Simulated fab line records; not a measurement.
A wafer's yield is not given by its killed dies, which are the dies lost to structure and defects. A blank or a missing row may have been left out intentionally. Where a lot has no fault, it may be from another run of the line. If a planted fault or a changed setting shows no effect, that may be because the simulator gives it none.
Which tool was responsible? | flow gf180mcu | 7 lots, 21 wafers sampled, at 2 steps of a route of 602

## WHAT THE GAUGES SHOWED, per wafer
GF_VT_IMPLANT_OVL_MEAS_40.
lot  | measured     | on         | VT_IMPLANT_03_OVL (nm)
L390 | day 7 19:13  | overlay-01 | -0.8 -0.7 -0.2
L393 | day 8 12:04  | overlay-01 | -0.6 -1.5 -0.6
L395 | day 9 02:32  | overlay-01 | 1.4 0.2 0.1
L400 | day 10 20:00 | overlay-02 | 0.2 -1.0 -1.0
L406 | day 12 09:19 | overlay-01 | 0.8 0.2 1.3
L409 | day 13 03:38 | overlay-02 | -1.7 -0.4 -0.2
L411 | day 13 19:19 | overlay-02 | 1.3 0.8 1.2

## WHICH TOOL RAN EACH LOT (tool, then ch and the chambers of the sampled wafers, then the start)
lot  | GF_NWELL_STRIP_10
L390 | plasmaAsher-04 ch 0,1, day 3 13:26
L393 | plasmaAsher-04 ch 0,1, day 4 03:56
L395 | plasmaAsher-02 ch 0,1, day 4 15:38
L400 | plasmaAsher-01 ch 0,1, day 5 23:27
L406 | plasmaAsher-02 ch 0,1, day 7 05:07
L409 | plasmaAsher-04 ch 0,1, day 7 21:32
L411 | plasmaAsher-04 ch 0,1, day 8 08:41
- GF_NWELL_STRIP_10: strips in O2/N2.

## THE ANSWER, worked out from the rows above alone
Rule: usual is defined by the lots themselves. The widest of any qualifying gaps counts: lots, ordered by their means at a reading, are off when they make up no more than a third of the lots, leave a main group of 4 or more, and stand apart from it by 3 or more times the standard deviation of that group's means. A main group whose means are all the same, to the digits that the tables above print for the reading, isn't used. A lot without any number at a reading at which 4 lots or more have one is off too. Any other lot the step has rows for is counted as sound.
Nothing can be told from this: no lot is off at any reading shown.

## WHAT HAD BEEN PUT IN BY THE SIMULATOR
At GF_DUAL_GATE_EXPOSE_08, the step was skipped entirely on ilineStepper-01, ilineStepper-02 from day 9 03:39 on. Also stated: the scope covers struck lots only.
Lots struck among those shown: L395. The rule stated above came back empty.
